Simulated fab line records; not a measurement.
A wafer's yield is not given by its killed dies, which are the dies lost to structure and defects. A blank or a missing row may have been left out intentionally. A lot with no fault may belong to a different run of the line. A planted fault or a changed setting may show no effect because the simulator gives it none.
A struck lot beside a sound one | flow gf180mcu | 24 out of 602 route steps
Sound: these wafers, L969.1, L969.4, L969.5. Struck: wafer L982.6 (L982.3, L982.4, from the same lot, were not struck and are left out); the cause is given at the end.
Per side, at each step with rows, come the tool, then ch with its chambers, and then its first start. Under that, the readings that differ: sound wafers | struck wafers | difference of the means | sigmas: that difference in standard deviations of wafers without a fault.
alike: readings whose means differ by less than 2 such deviations, and words and numbers that are the same on both sides. not compared: withheld readings, readings that some wafer has no value for, bounds like >300 that may hide the same value, and numbers for which the record gives no deviation and whose values overlap.
Wherever a step has rows on one side only, a row that says differs or no value, or a row with sigmas, the two part there. Numbers that have no deviation but don't overlap get no sigmas and don't part them. A reading that every wafer of one side lacks parts them only if that side has two wafers or more.

GF_M3_STRIP_17: strips in O2/N2.
  sound on plasma-asher-02 ch 0,1, day 23 20:36; struck on plasma-asher-04 ch 1, day 27 21:21
  reading                      | sound          | struck | difference | sigmas
  strip-time-to-endpoint-s (s) | 7.27 7.27 7.31 | 7.42   | +0.14      | +2
  alike: drypump-motor-current-A, heater-power-w, oes-product-au
  not compared: rf-hours-counter-h
then, 3 steps without rows for these wafers: GF_M3_STRIP_18 (strips in post etch residue remover, time 1200 s); GF_M3_CLEAN_19 (cleans in DIW); GF_V3_CVD_00 (deposits SiO2, target thk 600 nm, time 100 s).
GF_V3_THK_MEAS_01:
  sound on film-metro-03 at day 23 21:12; struck on film-metro-03 at day 27 21:58
  alike: V3_CVD_00_THK
GF_V3_CVD_02: deposits SiO2 from TEOS, target thk 850 nm, time 94.851 s.
  sound on pecvd-03 ch 0,2, day 23 21:16; struck on pecvd-02 ch 2, day 27 22:01
  reading            | sound       | struck | difference | sigmas
  heater-power-w (W) | 464 488 632 | 849    | +321       | +3
GF_V3_THK_MEAS_03:
  sound on film-metro-04 at day 23 21:20; struck on film-metro-04 at day 27 22:06
  alike: V3_CVD_02_THK
GF_V3_CMP_04: polishes SiO2.
  sound on cmp-02 ch 0,1, day 23 21:23; struck on cmp-02 ch 2, day 27 22:31
  reading                | sound          | struck | difference | sigmas
  motor-current-A (A)    | 11.4 14.4 14.0 | 10.9   | -2.4       | -2
  time-to-endpoint-s (s) | 78 84 86       | 72     | -11        | -2
GF_V3_BOW_MEAS_05:
  sound on film-metro-02 at day 23 21:41; struck on film-metro-04 at day 27 22:45
  alike: V3_BOW
then, 3 steps without rows for these wafers: GF_V3_DEHYDRATE_06 (time 60 s); GF_V3_HMDS_07 (prime time 60 s); GF_V3_COAT_08.
GF_V3_COAT_09: resist thk 1000 nm.
  sound on litho-track-02 ch 0, day 24 08:00; struck on litho-track-04 ch 0, day 28 08:00
  reading                             | sound             | struck | difference | sigmas
  model.KrF_of_V3_COAT_09.thk-nm (nm) | 997.7 997.9 995.1 | 901.4  | -95.5      |
then, 3 steps without rows for these wafers: GF_V3_SOFTBAKE_10 (time 60 s); GF_V3_EXPOSE_11 (exposes mask Via3, target cd 260 nm); GF_V3_PEB_12 (peb time 90 s).
GF_V3_DEVELOP_13: develop time 60 s.
  sound on litho-track-02 ch 0, day 24 19:54; struck on litho-track-01 ch 0, day 28 18:49
  reading                             | sound             | struck | difference | sigmas
  model.KrF_of_V3_COAT_09.thk-nm (nm) | 982.8 982.9 980.2 | 886.5  | -95.5      |
GF_V3_CD_MEAS_14: the cd target is 260 nm.
  sound on cd-sem-02 at day 24 20:03; struck on cd-sem-02 at day 28 19:28
  reading    | sound             | struck | difference | sigmas
  cd-nm (nm) | 260.3 260.4 259.7 | 264.4  | +4.3       | +5
  not compared: hold
GF_V3_OVL_MEAS_15:
  sound on overlay-02 at day 24 20:10; struck on overlay-02 at day 28 21:20
  reading | sound | struck                   | difference                   | sigmas
  hold    | - - - | await-dispo/1.8h/release | no value on the sound wafers |
  alike: V3_OVL
GF_V3_ETCH_16: etches BARC in N2/H2.
  sound on rie-diel-02 ch 0,1,3, day 24 20:12; struck on rie-diel-02 ch 2, day 28 21:22
  reading             | sound             | struck | difference | sigmas
  model.V3.cd-nm (nm) | 261.5 259.7 259.3 | 264.7  | +4.5       |
  alike: drypump-motor-current-A, oes-product-au, throttle-valve-pct
GF_V3_ETCH_17: etches SiO2 in C4F8/O2/Ar, stops on TiN, target depth 635 nm.
  sound: rie-diel-02 ch 0,1,3; struck: rie-diel-02 ch 2
  reading             | sound           | struck | difference | sigmas
  model.V3.cd-nm (nm) | 261.5 259.1 259 | 264.2  | +4.3       |
  alike: oes-product-au
GF_V3_STRIP_18: strips in O2/N2.
  sound on plasma-asher-03 ch 0,1, day 24 20:20; struck on plasma-asher-04 ch 0, day 28 21:43
  reading               | sound             | struck | difference | sigmas
  heater-power-w (W)    | 291 284 290       | 346    | +58        | +3
  oes-product-au (a.u.) | 0.595 0.590 0.589 | 0.544  | -0.047     | -11
  alike: drypump-motor-current-A
  not compared: rf-hours-counter-h
then, 2 steps without rows for these wafers: GF_V3_STRIP_19 (strips in post etch residue remover, time 1200 s); GF_PASSIVATION_PROBE_99.

## WHERE THEY PART
First at GF_M3_STRIP_17; last, within this record, at GF_V3_STRIP_18.

WHY: what the simulator had put in
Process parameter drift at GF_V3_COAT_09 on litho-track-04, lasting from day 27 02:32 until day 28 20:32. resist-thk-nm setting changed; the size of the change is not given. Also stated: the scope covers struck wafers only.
